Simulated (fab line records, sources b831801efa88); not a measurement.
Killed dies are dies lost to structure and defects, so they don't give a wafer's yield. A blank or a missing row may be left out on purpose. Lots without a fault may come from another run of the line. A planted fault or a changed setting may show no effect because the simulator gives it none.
fab line records | flow sky130
record lots=5 wafers=15 last_day=52
route steps=708 shown SONOS_TUNNEL@158 SONOS_ONO@168 PAD_OPEN@708
lots that met no fault: from a run of the same line without faults
start_h: hours from the record's first day to the start of the lot's first wafer shown | wait_h: hours since the lot's step before | " the same as in the row above | L1.1+2: a row that stands for several wafers | - no value, or no start given | * or withheld: withheld | < > ~ a bound
route shown NAME@n: a module of which the file shows steps, and the number in the route of the first | usual: mean/standard deviation of fault-free wafers | same: alike in all rows | chamber/n: place in a boat | sites: the reading at each site | _std_site: their standard deviation | _edge_site: outer sites' mean less inner sites' | radius_mm: how far each site lies from the wafer's centre | mask NAME#n: copy n | behind: the tool/chamber that last shaped the wafer | hold: why the lot was held/for how many hours/how that ended | device: the transistor (n, p or np) that didn't switch | end of line: the same wafers' tests at the end of the route | a step without rows: its recipe alone | killed: dies lost to structure and defects at the first sort, not the wafer's yield | map: a wafer's dies, x killed, . not, _ none there
set.NAME: the setting as run; set.NAME@STEP: as run at that earlier step | model.NAME: the simulator's own value behind a step, which no gauge read
lots at some steps of the route; a table a step, a row a wafer
services: from which hour (start_h, from the record's first day; less than 0 if before it) a tool's chamber was out of use, for how many hours, and why
## steps
# step SKY_SONOS_TUNNEL_EXPOSE_04
# recipe mask_id=TUNM na=0.6 source_shape=conventional sigma_outer=0.6 polarization=unpolarized target_cd_nm=410 dose_mj=136
# step SKY_SONOS_TUNNEL_PEB_05
# recipe temp_c=withheld time_s=* resist=NOVOLAK
# step SKY_SONOS_TUNNEL_DEVELOP_06
# recipe resist=NOVOLAK developer=TMAH develop_time_s=60 dev_temp_c=23
# step SKY_SONOS_TUNNEL_CD_MEAS_07
# recipe target_cd_nm=410
# usual cd_nm=409.4/2.1
# columns lot.wafer tool chamber start_h wait_h cd_nm
L438.2 cd_sem-01 - 227.48 0.1 410.5
L438.3 " - " " 411.7
L438.6 " - " " 410.1
L441.1 cd_sem-01 - 251.74 0.1 411.6
L441.5 " - " " 411.0
L441.6 " - " " 409.6
L453.1 cd_sem-02 - 520.46 0.1 410.6
L453.5 " - " " 413.7
L453.6 " - " " 410.1
L454.1 cd_sem-02 - 521.06 0.1 407.3
L454.5 " - " " 408.6
L454.6 " - " " 410.1
L456.1 cd_sem-01 - 521.11 0.1 405.9
L456.4 " - " " 406.7
L456.6 " - " " 406.3
# step SKY_SONOS_TUNNEL_OVL_MEAS_08
# usual SONOS_TUNNEL_OVL=-0.1/1.6
# columns lot.wafer tool chamber start_h wait_h SONOS_TUNNEL_OVL[nm]
L438.2 overlay-02 - 227.58 0.1 0.4
L438.3 " - " " -0.7
L438.6 " - " " -0.3
L441.1 overlay-02 - 251.86 0.1 -0.4
L441.5 " - " " -1.8
L441.6 " - " " -1.4
L453.1 overlay-01 - 520.58 0.1 1.0
L453.5 " - " " -0.2
L453.6 " - " " 0.5
L454.1 overlay-01 - 521.18 0.1 -0.9
L454.5 " - " " -2.6
L454.6 " - " " -2.4
L456.1 overlay-02 - 521.23 0.1 -1.9
L456.4 " - " " -1.8
L456.6 " - " " -1.9
# step SKY_SONOS_TUNNEL_IMPLANT_09
# recipe species=B energy_kev=20 dose_cm2=1e+12 tilt_deg=withheld
# step SKY_SONOS_TUNNEL_WET_ETCH_10
# recipe chemistry=dHF target_depth_nm=14 target=SiO2 dilution=100:1 temp_c=25 time_s=280
# step SKY_SONOS_TUNNEL_STRIP_11
# recipe chemistry=SPM time_s=600 temp_c=130
# step SKY_SONOS_TUNNEL_TW_MEAS_12
# usual SONOS_TUNNEL_TW=197.1/1.9
# columns lot.wafer tool chamber start_h wait_h SONOS_TUNNEL_TW
L438.2 film_metro-04 - 228.04 0.0 195.8
L438.3 " - " " 195.5
L438.6 " - " " 194.5
L441.1 film_metro-03 - 252.31 0.0 199.0
L441.5 " - " " 198.2
L441.6 " - " " 200.4
L453.1 film_metro-04 - 521.11 0.0 195.8
L453.5 " - " " 195.0
L453.6 " - " " 196.1
L456.1 film_metro-04 - 521.74 0.0 196.3
L456.4 " - " " 195.8
L456.6 " - " " 195.4
L454.1 film_metro-03 - 521.86 0.0 199.2
L454.5 " - " " 200.1
L454.6 " - " " 199.5
# step SKY_SONOS_TUNNEL_CLEAN_13
# recipe chemistry=dHF time_s=20 dilution=100:1 dry=ipa_marangoni
# step SKY_SONOS_ONO_OXIDATION_00
# recipe temp_c=800 ambient=O2 idle_temp_c=700 ramp_up_c_per_min=10 ramp_down_c_per_min=3 stabilise_s=600 purge_s=300 target_thk_a=26 ox_time_s=1249
# step SKY_SONOS_ONO_THK_MEAS_01
# recipe reads=SiO2_of_SONOS_ONO_OXIDATION_00
# usual SONOS_ONO_OXIDATION_THK=2.59/0.057
# columns lot.wafer tool chamber start_h wait_h SONOS_ONO_OXIDATION_THK[nm]
L438.2 film_metro-01 - 236.91 0.0 2.53
L438.3 " - " " 2.52
L438.6 " - " " 2.52
L441.1 film_metro-04 - 256.50 0.0 2.68
L441.5 " - " " 2.63
L441.6 " - " " 2.55
L453.1 film_metro-04 - 522.53 0.0 2.61
L453.5 " - " " 2.66
L453.6 " - " " 2.66
L454.1 film_metro-04 - 523.88 0.0 2.58
L454.5 " - " " 2.60
L454.6 " - " " 2.61
L456.1 film_metro-01 - 523.88 0.0 2.72
L456.4 " - " " 2.61
L456.6 " - " " 2.68
# step SKY_SONOS_ONO_CVD_02
# recipe material=Si3N4 precursor=DCS/NH3 target_thk_nm=10.5 temp_c=770 time_s=180 pressure_mtorr=250
# usual spike_tc_lower_C=769.7/1.1
# columns lot.wafer tool chamber start_h wait_h spike_tc_lower_C model.Si3N4_of_SONOS_ONO_CVD_02.thk_nm
L438.2 lpcvd-02 1 237.40 0.5 769.9 10.48
L438.3 " 1 " " 770.1 10.53
L438.6 " 1 " " 770.4 10.57
L441.1 lpcvd-02 1 257.34 0.8 767.9 11.45
L441.5 " 1 " " 770.3 11.39
L441.6 " 1 " " 769.0 11.52
L453.1 lpcvd-02 0 522.59 0.1 769.1 10.69
L453.5 " 0 " " 770.7 10.55
L453.6 " 0 " " 767.4 10.69
L454.1 lpcvd-02 1 524.69 0.8 769.8 10.43
L454.5 " 1 " " 770.3 10.49
L454.6 " 1 " " 769.4 10.42
L456.1 lpcvd-02 0 524.69 0.8 769.6 10.59
L456.4 " 0 " " 767.9 10.54
L456.6 " 0 " " 769.7 10.38
# step SKY_SONOS_ONO_THK_MEAS_03
# recipe reads=Si3N4_of_SONOS_ONO_CVD_02
# usual SONOS_ONO_CVD_02_THK=10.53/0.12
# columns lot.wafer tool chamber start_h wait_h SONOS_ONO_CVD_02_THK[nm]
L438.2 film_metro-04 - 238.46 0.0 10.49
L438.3 " - " " 10.50
L438.6 " - " " 10.60
L441.1 film_metro-04 - 258.39 0.0 11.42
L441.5 " - " " 11.37
L441.6 " - " " 11.52
L453.1 film_metro-03 - 523.64 0.0 10.66
L453.5 " - " " 10.55
L453.6 " - " " 10.68
L454.1 film_metro-03 - 525.74 0.0 10.40
L454.5 " - " " 10.45
L454.6 " - " " 10.47
L456.1 film_metro-04 - 525.74 0.0 10.59
L456.4 " - " " 10.54
L456.6 " - " " 10.35
# step SKY_SONOS_ONO_CVD_04
# recipe material=SiO2 precursor=SiH4/N2O target_thk_nm=5.7199 temp_c=900 pressure_mtorr=400
# step SKY_PAD_OPEN_PROBE_99
# usual killed_at_M0_to_M3=43/7 killed_at_M4_up=2.7/1.6 killed_at_contacts=24/5.3 killed_at_front_end=16/4.6 killed_at_other=0.3/0.53 killed_dies=86/9.3 killed_open=47/6.9 killed_short=38/6.1
# same gross_dies=492 killed_at_back_side=0
# columns lot.wafer tool chamber start_h wait_h killed_at_M0_to_M3 killed_at_M4_up killed_at_contacts killed_at_front_end killed_at_other killed_dies killed_open killed_short model.etest.cap_ono.gate_log10_a_cm2 model.etest.cap_ono.gate_bv_v model.etest.cap_ono.tox_acc_nm model.etest.sonos_programmed.vt_v model.etest.sonos_erased.vt_v model.etest.sonos_baked.vt_v model.etest.sonos_baked.vt_less_v
L438.2 prober-01 - 1061.04 0.1 36 1 21 16 1 75 32 43 -7.799 16.18 12.79 1.535 -2.349 0.9323 -0.6031
L438.3 prober-01 - 1061.09 0.2 37 4 23 11 1 76 40 36 -7.992 15.91 12.92 1.411 -2.274 0.9497 -0.4616
L438.6 prober-01 - 1061.24 0.2 44 4 15 13 0 76 39 37 -7.918 16.05 12.93 1.454 -2.274 0.9588 -0.4947
L441.1 prober-01 - 1077.26 0.1 46 4 18 19 1 88 48 40 -8.717 16.89 13.45 1.113 -1.973 0.7768 -0.3364
L441.5 prober-01 - 1077.46 0.2 46 0 24 8 0 78 46 32 -8.649 16.93 13.5 1.16 -1.957 0.7643 -0.396
L441.6 prober-01 - 1077.51 0.2 46 4 22 10 0 82 48 34 -8.667 16.94 13.46 1.151 -2.041 0.6794 -0.4718
L453.1 prober-01 - 1239.01 0.1 48 5 21 17 1 92 50 40 -8.193 16.94 13.05 1.337 -2.249 0.8721 -0.465
L453.5 prober-01 - 1239.21 0.2 38 3 19 27 1 88 51 37 -8.12 16.36 13.02 1.391 -2.248 0.9098 -0.4817
L453.6 prober-01 - 1239.26 0.2 54 0 15 15 1 85 46 37 -8.113 16.66 13.06 1.36 -2.22 0.91 -0.4499
L454.1 prober-02 - 1242.76 0.1 44 3 27 16 0 90 47 43 -8.008 16.38 12.89 1.486 -2.292 0.9742 -0.5118
L454.5 prober-02 - 1242.96 0.2 37 2 31 19 2 91 51 39 -7.878 16.62 12.79 1.483 -2.287 0.9606 -0.5221
L454.6 prober-02 - 1243.01 0.2 33 3 24 14 1 75 35 39 -8.011 16.38 12.92 1.45 -2.239 0.94 -0.5105
L456.1 prober-02 - 1243.06 0.4 54 2 27 18 1 102 43 59 -8.263 17.02 13.14 1.347 -2.124 0.8996 -0.4478
L456.4 prober-02 - 1243.21 0.5 40 4 20 22 1 87 43 44 -8.126 16.82 13.06 1.375 -2.194 0.908 -0.4674
L456.6 prober-02 - 1243.31 0.6 47 2 21 20 1 91 55 36 -8.052 16.72 12.94 1.467 -2.182 0.9566 -0.5102
# killed by level:class
L438.2 VIA1:geometric_particle:open=9 METAL1:geometric_particle:short=6 POLY_GATE:geometric_particle:short=6 CONTACT:geometric_particle:open=6 FIELD_ISO:geometric_particle:short=5 CONTACT:geometric_particle:short=5 VIA1:geometric_particle:short=5 LOCAL_INTERCONNECT:geometric_particle:short=4
L438.3 VIA1:geometric_particle:open=10 LOCAL_INTERCONNECT:geometric_particle:short=7 FIELD_ISO:geometric_particle:open=6 VIA3:geometric_particle:open=5 CONTACT:geometric_particle:open=5 LI_CONTACT:geometric_particle:open=4 CONTACT:geometric_particle:short=4 VIA1:geometric_particle:short=4
L438.6 CONTACT:geometric_particle:open=10 METAL1:geometric_particle:short=9 VIA1:geometric_particle:short=8 VIA1:geometric_particle:open=7 VIA3:geometric_particle:open=7 VIA2:geometric_particle:open=4 FIELD_ISO:geometric_particle:open=3 VIA2:geometric_particle:short=3
L441.1 VIA1:geometric_particle:open=11 VIA3:geometric_particle:open=7 LI_CONTACT:geometric_particle:open=6 CONTACT:geometric_particle:open=5 METAL1:geometric_particle:short=5 VIA2:geometric_particle:open=4 VIA2:geometric_particle:short=4 METAL3:geometric_particle:short=4
L441.5 VIA1:geometric_particle:open=12 VIA3:geometric_particle:open=11 LI_CONTACT:geometric_particle:open=8 CONTACT:geometric_particle:open=6 VIA2:geometric_particle:open=5 LOCAL_INTERCONNECT:geometric_particle:short=5 METAL1:geometric_particle:short=5 VIA1:geometric_particle:short=4
L441.6 VIA1:geometric_particle:open=9 METAL2:geometric_particle:short=8 CONTACT:geometric_particle:open=7 VIA3:geometric_particle:open=7 VIA2:geometric_particle:open=6 VIA1:geometric_particle:short=6 CONTACT:geometric_particle:short=5 LI_CONTACT:geometric_particle:open=5
L453.1 VIA1:geometric_particle:open=11 VIA1:geometric_particle:short=9 FIELD_ISO:geometric_particle:open=8 LI_CONTACT:geometric_particle:open=8 VIA2:geometric_particle:open=8 METAL1:geometric_particle:short=5 CONTACT:geometric_particle:short=5 VIA3:geometric_particle:open=5
L453.5 VIA1:geometric_particle:open=11 CONTACT:geometric_particle:open=10 METAL1:geometric_particle:short=9 VIA2:geometric_particle:open=8 FIELD_ISO:geometric_particle:short=6 POLY_GATE:geometric_particle:open=6 FIELD_ISO:geometric_particle:open=5 POLY_GATE:geometric_particle:short=5
L453.6 VIA2:geometric_particle:open=10 VIA3:geometric_particle:open=10 METAL2:geometric_particle:short=8 CONTACT:geometric_particle:open=7 VIA2:geometric_particle:short=6 METAL1:geometric_particle:short=5 VIA1:geometric_particle:open=5 FIELD_ISO:geometric_particle:open=4
L454.1 VIA1:geometric_particle:open=13 VIA3:geometric_particle:open=9 CONTACT:geometric_particle:open=8 VIA1:geometric_particle:short=7 POLY_GATE:geometric_particle:short=6 CONTACT:geometric_particle:short=6 LOCAL_INTERCONNECT:geometric_particle:short=5 POLY_GATE:geometric_particle:open=4
L454.5 LI_CONTACT:geometric_particle:open=13 CONTACT:geometric_particle:open=8 VIA1:geometric_particle:open=7 VIA3:geometric_particle:open=7 CONTACT:geometric_particle:short=6 METAL3:geometric_particle:short=6 SPACER:geometric_particle:short=5 METAL1:geometric_particle:short=5
L454.6 CONTACT:geometric_particle:open=8 VIA1:geometric_particle:open=8 VIA2:geometric_particle:open=6 CONTACT:geometric_particle:short=5 METAL1:geometric_particle:short=5 FIELD_ISO:geometric_particle:short=4 LI_CONTACT:geometric_particle:short=4 VIA3:geometric_particle:short=4
L456.1 CONTACT:geometric_particle:open=15 VIA1:geometric_particle:open=12 METAL2:geometric_particle:short=10 FIELD_ISO:geometric_particle:short=7 VIA1:geometric_particle:short=6 LOCAL_INTERCONNECT:geometric_particle:short=5 VIA3:geometric_particle:short=5 METAL3:geometric_particle:short=5
L456.4 VIA1:geometric_particle:open=10 CONTACT:geometric_particle:open=9 FIELD_ISO:geometric_particle:short=6 VIA2:geometric_particle:open=6 POLY_GATE:geometric_particle:short=5 FIELD_ISO:geometric_particle:open=4 METAL2:geometric_particle:short=4 METAL4:geometric_particle:short=4
L456.6 CONTACT:geometric_particle:open=13 VIA1:geometric_particle:open=13 METAL2:geometric_particle:short=13 VIA2:geometric_particle:open=8 FIELD_ISO:geometric_particle:open=6 POLY_GATE:geometric_particle:short=5 VIA3:geometric_particle:open=4 LOCAL_INTERCONNECT:geometric_particle:short=3
## services
# columns tool chamber start_h hours kind
lpcvd-02 - 306.68 6.0 pm
lpcvd-02 - 328.24 2.8 pm
lpcvd-02 - 348.17 1.4 repair
lpcvd-02 - 443.06 28.1 pm
## key
first_sign step=SKY_SONOS_ONO_THK_MEAS_03 reading=SONOS_ONO_CVD_02_THK direction=up sigmas=7.7 usual=10.53 struck=11.44
effect none on later readings
model_effect step=SKY_SONOS_ONO_CVD_02 value=Si3N4_of_SONOS_ONO_CVD_02.thk_nm without=10.66 struck=11.45
model_effect step=SKY_PAD_OPEN_PROBE_99 value=etest.cap_ono.gate_log10_a_cm2 without=-8.153 struck=-8.678
met_at SKY_SONOS_ONO_CVD_02
struck_wafers L441.1,L441.5,L441.6
tester_left_out L441
onset_between 237.40 257.34
fault kind=process_parameter_drift tool=lpcvd-02 chamber=1 onset_h=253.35 steps=SKY_SONOS_ONO_CVD_02 channel=target_thk_nm offset=0.79348 shape=step end_h=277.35 acts_in=these_recipes_only stated=10.5
# tester_left_out: of these lots the tester's yield and bins aren't shown, on N5 and GAA mostly nor the transistor test; their killed dies are dies lost to structure and defects alone, not to doping, threshold or leakage, so they don't give the yield
